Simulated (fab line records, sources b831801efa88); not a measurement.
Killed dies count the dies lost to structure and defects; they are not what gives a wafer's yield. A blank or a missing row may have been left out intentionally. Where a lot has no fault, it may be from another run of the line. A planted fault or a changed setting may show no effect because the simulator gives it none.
2 desks looking at one fault || flow sky130 || only its own numbers are on each desk; what lay behind them is given at the end

== THE METROLOGY DESK ==
What the gauges read for every lot (on any tool): the sampled wafers with a number, averaged. Marked OUT: a lot whose mean sits more than 4 standard deviations from the usual mean, which makes it out of limits; the brackets give that distance.
Columns: A = PWDE_TW at SKY_PWDE_TW_MEAS_10, usual 371; B = NWELL_00_OVL at SKY_NWELL_OVL_MEAS_10, usual 0.1 nm
{"lot": "L567", "first seen here": "day 4 09:16", "A": 375, "B": 0.9}
{"lot": "L569", "first seen here": "day 4 19:28", "A": 376, "B": -0.9}
{"lot": "L576", "first seen here": "day 6 08:56", "A": 372, "B": -0.9}
{"lot": "L580", "first seen here": "day 7 10:35", "A": 371, "B": -1.1}
{"lot": "L583", "first seen here": "day 8 10:26", "A": 370, "B": 1.3}
{"lot": "L586", "first seen here": "day 8 22:25", "A": 375, "B": 1.0}
Finding of this desk: none of the 6 lots has anything out of limits.

== DESK OF THE TOOL OWNER: implanter-03 ==
The tool's own readings at SKY_NWELL_IMPLANT_12, given as means over the sampled wafers that have a number, one for each lot that went through this tool. Marked OUT: a lot whose mean sits more than 4 standard deviations from the usual mean, which makes it out of limits; the brackets give that distance.
Columns: A = beam_on_s at SKY_NWELL_IMPLANT_12, usual 9.99 s; B = dose_ions_cm2 at SKY_NWELL_IMPLANT_12, usual 1.3002e+12; C = faraday_current_uA at SKY_NWELL_IMPLANT_12, usual 7.34
{"lot": "L567", "first seen here": "day 5 02:46", "A": 10.06, "B": 1.3002e+12, "C": 7.31}
{"lot": "L576", "first seen here": "day 7 02:48", "A": 9.88, "B": "1.4363e+12 (+91) OUT", "C": "8.19 (+5.7) OUT"}
{"lot": "L580", "first seen here": "day 8 06:29", "A": 9.72, "B": "1.4387e+12 (+92) OUT", "C": "8.33 (+6.6) OUT"}
This desk's finding: out of limits on L576, L580; first on L576, day 7 02:48 (dose_ions_cm2 at SKY_NWELL_IMPLANT_12). Within limits: L567.

== PUT TOGETHER ==
An alarm could have come from the tool owner's desk at day 7 02:48, on L576, L580.
Metrology desk: nothing out of limits seen.
The metrology desk holds a record of L576, L580, inside its limits.
Of the lots named, all ran SKY_NWELL_IMPLANT_12 on implanter-03.

== WHAT WAS PUT IN BY THE SIMULATOR ==
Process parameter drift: implanter-03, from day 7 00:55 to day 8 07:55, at SKY_NWELL_IMPLANT_12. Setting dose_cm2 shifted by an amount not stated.
Lots struck among those shown: L576, L580.
Delay in hours, fault start to first out-of-limits reading, by desk: the tool owner's desk at 2.
